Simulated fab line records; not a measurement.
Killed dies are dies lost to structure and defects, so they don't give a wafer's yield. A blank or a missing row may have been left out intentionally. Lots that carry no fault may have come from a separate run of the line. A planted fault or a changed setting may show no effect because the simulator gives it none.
Matching of chambers ; flow sky130 ; 4 sister chambers for SKY_LI_CONTACT_CMP_24 on cmp-02
The step polishes, stops on PSG, t overpolish 20 s, target thk 0 nm. 30 wafers are shown with their chamber, then 12 later ones without.

WAFERS PAIRED WITH THEIR CHAMBERS
wafer;chamber;motor current A (A);time to endpoint s (s);overpolish run s (s)
L074.1;0;9.4;90;19.998
L074.3;1;10.4;98;20.009
L074.6;1;10.1;100;20.014
L075.1;1;10.4;101;20.016
L075.3;0;8.7;93;20.004
L075.6;0;9.4;96;20.012
L076.1;3;11.6;94;20.012
L076.3;2;11.7;90;19.984
L076.4;1;10.7;97;20.000
L077.1;0;9.3;94;20.020
L077.2;2;12.1;88;19.994
L077.5;1;10.4;97;19.989
L078.1;0;9.2;95;20.008
L078.3;3;11.7;95;20.009
L078.6;0;9.4;96;19.996
L083.3;0;9.6;101;20.007
L083.4;2;12.1;94;19.997
L083.5;3;10.9;99;19.998
L084.4;0;9.4;94;19.993
L084.5;3;11.3;94;20.001
L084.6;2;12.9;89;20.001
L085.1;2;12.6;96;19.992
L085.3;0;9.1;93;19.987
L085.6;1;10.2;101;20.006
L086.3;1;10.6;98;19.998
L086.4;3;11.5;97;20.001
L086.6;2;13.1;91;20.003
L089.3;0;9.3;97;19.997
L089.4;1;10.0;103;20.012
L089.5;3;11.7;96;20.014

SIGNATURES, as means of the wafers listed above
reading;chamber 0;chamber 1;chamber 2;chamber 3;scatter within a chamber
motor current A;9.280;10.350;12.417;11.450;0.332
time to endpoint s;94.90;99.38;91.33;95.83;2.61
overpolish run s;20.00220;20.00550;19.99517;20.00583;0.00861
Rule: for each reading, subtract the chamber's mean from the wafer's reading, divide by that reading's scatter and square the result; add these up over the readings and take the root, which gives the wafer's distance from the chamber. The wafer belongs to the nearest chamber; if the next one is less than 2 further off, it can't be placed. The scatter: take each reading less its chamber's mean, square it, sum over the shown wafers, divide by the number of wafers less the number of chambers, and take the root.

WAFERS MISSING THEIR CHAMBER
wafer;motor current A (A);time to endpoint s (s);overpolish run s (s)
L092.2;10.2;100;19.988
L092.3;11.9;97;19.999
L092.4;12.5;99;19.986
L093.2;13.0;92;20.000
L093.5;13.1;87;19.996
L093.6;11.6;97;19.992
L095.2;12.6;89;20.002
L095.4;11.5;91;20.015
L095.5;9.5;93;20.009
L094.1;10.2;103;19.993
L094.4;12.0;99;19.998
L094.5;10.8;105;19.997

WHICH CHAMBER EACH WENT THROUGH
wafer;from the rows above;in truth
L092.2;can't be placed: 1 or 0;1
L092.3;can't be placed: 3 or 2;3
L092.4;can't be placed: 2 or 3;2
L093.2;2;2
L093.5;2;2
L093.6;can't be placed: 3 or 2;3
L095.2;2;2
L095.4;can't be placed: 3 or 2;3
L095.5;0;0
L094.1;1;1
L094.4;can't be placed: 3 or 2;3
L094.5;can't be placed: 1 or 3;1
Placed correctly: 5 of 12. Not placeable from these rows: 7 (in 7, the candidates include the true chamber). 0 placed wrongly.
